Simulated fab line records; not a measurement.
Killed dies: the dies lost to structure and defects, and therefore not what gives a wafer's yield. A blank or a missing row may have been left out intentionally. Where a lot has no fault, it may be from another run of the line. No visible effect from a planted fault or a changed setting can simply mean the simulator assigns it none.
The tool behind it: which one?    flow sky130    14 lots with 42 wafers sampled at 5 steps, on a route of 708 steps

WHAT THE GAUGES READ, wafer by wafer
SKY_VT_ADJUST_HVTP_OVL_MEAS_08. Usual: VT_ADJUST_HVTP_OVL typically reads -0.5 nm, with standard deviation 1.3.
lot   measured      on          VT_ADJUST_HVTP_OVL (nm)  flag
L862  day 6 08:28   overlay-01  0.2 0.8 0.7              
L864  day 6 20:36   overlay-02  -1.0 1.1 0.0             
L865  day 7 03:01   overlay-02  -1.2 0.9 -0.2            
L866  day 7 12:09   overlay-01  0.2 1.0 0.4              
L868  day 7 20:36   overlay-02  -1.1 -0.3 -1.0           
L869  day 8 03:09   overlay-01  -1.7 0.0 0.7             
L870  day 8 11:40   overlay-01  -2.2 -1.2 -2.2           
L871  day 8 18:01   overlay-02  -0.1 -1.8 -3.3           
L872  day 8 22:28   overlay-02  -1.1 -1.9 -2.2           
L874  day 9 12:44   overlay-02  -1.0 -0.5 1.7            
L876  day 10 03:09  overlay-02  0.3 0.2 0.8              
L877  day 10 08:29  overlay-02  0.4 -2.1 -2.3            
L878  day 10 16:40  overlay-02  -1.2 -2.1 -2.2           
L883  day 11 18:22  overlay-01  -0.4 0.0 -1.7            

SKY_VT_ADJUST_NCORE_TW_MEAS_11. Usual: VT_ADJUST_NCORE_TW typically reads 220, with standard deviation 3.1.
lot   measured      on             VT_ADJUST_NCORE_TW  flag
L862  day 8 22:56   film-metro-01  214 214 214         
L864  day 9 14:04   film-metro-04  222 220 221         
L865  day 9 20:40   film-metro-01  215 215 215         
L866  day 10 06:52  film-metro-04  221 221 220         
L868  day 10 17:15  film-metro-01  216 215 215         
L869  day 10 23:17  film-metro-03  222 222 222         
L870  day 11 09:08  film-metro-03  222 221 220         
L871  day 11 16:45  film-metro-03  222 221 221         
L872  day 11 21:08  film-metro-03  221 221 222         
L874  day 12 20:49  film-metro-04  224 222 223         
L876  day 12 23:37  film-metro-04  222 224 224         
L877  day 13 18:16  film-metro-04  222 221 223         
L878  day 13 20:59  film-metro-03  220 221 221         
L883  day 15 03:38  film-metro-03  220 221 221         

SKY_VT_ADJUST_HVTR_OVL_MEAS_08. Usual: VT_ADJUST_HVTR_OVL typically reads 1.4 nm, with standard deviation 1.4.
lot   measured      on          VT_ADJUST_HVTR_OVL (nm)              flag
L862  day 9 21:44   overlay-01  0.4 0.8 1.8                          
L864  day 10 13:05  overlay-01  -1.4 2.3 -0.8                        
L865  day 10 20:01  overlay-01  0.5 1.4 1.1                          
L866  day 11 06:06  overlay-02  -0.4 1.0 -0.5                        
L868  day 11 16:11  overlay-02  1.2 -0.1 0.8                         
L869  day 11 22:38  overlay-01  1.7 2.1 0.9                          
L870  day 12 16:41  overlay-01  0.9 2.4 0.3                          
L871  day 12 19:35  overlay-02  -0.1 0.3 1.7                         
L872  day 12 20:44  overlay-02  2.3 2.1 3.0                          
L874  day 13 23:00  overlay-01  -0.1 2.3 1.4                         
L876  day 14 01:31  overlay-01  152.6 152.8 153.0 150.4 150.4 151.1  OFF
L877  day 14 20:26  overlay-02  151.3 152.8 153.1 149.5 151.6 150.8  OFF
L878  day 14 23:41  overlay-02  153.0 153.8 153.6 150.7 151.5 151.8  OFF
L883  day 16 07:29  overlay-02  2.4 2.1 1.3                          

SKY_VT_ADJUST_HVTR_TW_MEAS_11. Usual: VT_ADJUST_HVTR_TW typically reads 210.3, with standard deviation 2.6.
lot   measured      on             VT_ADJUST_HVTR_TW  flag
L862  day 9 22:02   film-metro-03  213.6 213.0 212.8  
L864  day 10 13:23  film-metro-03  213.2 212.3 213.9  
L865  day 10 20:19  film-metro-02  211.1 210.8 210.1  
L866  day 11 06:23  film-metro-03  211.9 214.7 212.5  
L868  day 11 16:29  film-metro-02  210.2 209.5 208.9  
L869  day 11 22:56  film-metro-03  212.5 213.2 212.7  
L870  day 12 17:29  film-metro-02  207.9 208.4 208.1  
L871  day 12 20:02  film-metro-02  208.8 208.1 209.1  
L872  day 12 21:02  film-metro-02  208.2 209.0 208.2  
L874  day 13 23:17  film-metro-01  206.1 205.4 205.0  
L883  day 16 07:46  film-metro-03  212.8 211.2 213.5  

EACH LOT AND THE TOOL THAT RAN IT (in order: tool; ch and the chambers of the sampled wafers; start)
lot   SKY_VT_ADJUST_HVTR_EXPOSE_04
L862  iline-stepper-02 ch 0, day 9 10:24
L864  iline-stepper-02 ch 0, day 10 01:38
L865  iline-stepper-01 ch 0, day 10 08:28
L866  iline-stepper-02 ch 0, day 10 19:00
L868  iline-stepper-02 ch 0, day 11 05:02
L869  iline-stepper-02 ch 0, day 11 11:02
L870  iline-stepper-01 ch 0, day 12 09:05
L871  iline-stepper-01 ch 0, day 12 11:25
L872  iline-stepper-01 ch 0, day 12 12:13
L874  iline-stepper-02 ch 0, day 13 09:07
L876  iline-stepper-01 ch 0, day 13 13:21
L877  iline-stepper-01 ch 0, day 14 05:08
L878  iline-stepper-01 ch 0, day 14 08:52
L883  iline-stepper-02 ch 0, day 15 17:31
- SKY_VT_ADJUST_HVTR_EXPOSE_04: exposes mask HVTRM, target cd 380 nm.

AS READ BY THE TOOLS THEMSELVES (means over the sampled wafers that have a number; for cases with no such wafer, the mark the record gives instead)
SKY_VT_ADJUST_HVTR_EXPOSE_04. Usual: exposure-dose-mJ-cm2 reads 149.89 (standard deviation 0.16).
lot   tool              exposure-dose-mJ-cm2  flag
L862  iline-stepper-02  149.76                
L864  iline-stepper-02  150.13                
L865  iline-stepper-01  150.12                
L866  iline-stepper-02  149.73                
L868  iline-stepper-02  149.89                
L869  iline-stepper-02  149.60                
L870  iline-stepper-01  149.77                
L871  iline-stepper-01  149.82                
L872  iline-stepper-01  150.07                
L874  iline-stepper-02  149.97                
L876  iline-stepper-01  149.91                
L877  iline-stepper-01  149.72                
L878  iline-stepper-01  149.98                
L883  iline-stepper-02  149.98                

THE ANSWER, worked out from the rows above alone
Rule: a lot is off if the mean of its wafers that have a number lies more than 3 standard deviations from the usual mean. Also off: a lot with no number at a reading for which 4 or more lots have one. All remaining lots with rows at the step are treated as sound. The gauges are gone through in route order, then the tools' own readings, and for those a lot's mean is taken as printed above. The first step at which some lot is off is used, and at that step the reading that is off furthest; a lot without a number counts as furthest.
Off: at SKY_VT_ADJUST_HVTR_OVL_MEAS_08 (VT_ADJUST_HVTR_OVL), L876, L877, L878.
If a tool, at a process step before that reading, ran all the lots that are off and no sound lot after the first of them, it fits. The gauges at SKY_VT_ADJUST_HVTR_OVL_MEAS_08 are tried like those tools. One fits: SKY_VT_ADJUST_HVTR_EXPOSE_04 on iline-stepper-01. A fault onset in the window from L872 (day 12 12:13, its last sound lot) to L876 (day 13 13:21, its first lot off) fits.

WHAT HAD BEEN PUT IN BY THE SIMULATOR
Scanner matching overlay: iline-stepper-01, from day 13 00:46 on, at SKY_VT_ADJUST_HVTR_EXPOSE_04. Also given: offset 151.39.
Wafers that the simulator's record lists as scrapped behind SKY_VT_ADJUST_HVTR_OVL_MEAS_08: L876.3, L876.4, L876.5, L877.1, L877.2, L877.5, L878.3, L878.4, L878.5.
Shown lots that were struck: L876, L877, L878. The same result came from the rule above.
